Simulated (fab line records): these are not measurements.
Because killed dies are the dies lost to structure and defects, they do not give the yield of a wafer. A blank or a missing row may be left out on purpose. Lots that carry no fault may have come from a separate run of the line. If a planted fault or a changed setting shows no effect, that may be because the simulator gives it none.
Which of the tools did it?	flow gf180mcu	12 lots (36 wafers sampled), 1 step of a 602-step route

WHAT EACH GAUGE READ, for each wafer
GF_M3_THK_MEAS_06: measures by xrf.
lot	measured	on	M3_ALCU_THK (nm)
L075	day 20 16:20	filmMetro-04	438 444 441
L077	day 21 10:31	filmMetro-01	434 445 441
L079	day 22 05:42	filmMetro-01	437 445 437
L081	day 23 00:35	filmMetro-02	438 440 437
L083	day 23 19:45	filmMetro-01	436 433 436
L085	day 24 07:07	filmMetro-02	439 442 448
L087	day 25 02:52	filmMetro-01	441 435 435
L089	day 25 18:30	filmMetro-02	436 439 438
L091	day 26 09:48	filmMetro-02	446 448 451
L093	day 26 23:14	filmMetro-01	444 438 441
L095	day 27 09:40	filmMetro-02	437 436 442
L097	day 28 02:46	filmMetro-04	439 440 441

WHICH TOOL RAN EACH LOT (tool, then ch and the chambers of the sampled wafers, then the start)
The record shows no process step preceding these readings.

THE ANSWER, worked out from the rows above alone
Rule: what is usual is taken from the lots themselves. The widest of any qualifying gaps counts: lots, ordered by their means at a reading, are off when they make up no more than a third of the lots, leave a main group of 4 or more, and stand apart from it by 3 or more times the standard deviation of that group's means. The tables above print the reading to a certain number of digits; a main group whose means all agree to those digits is not used. Also off: a lot with no number at a reading for which 4 or more lots have one. All remaining lots with rows at the step are treated as sound.
No lot is off on any of the readings shown, so nothing can be concluded from this.

WHAT THE SIMULATOR HAD INSERTED
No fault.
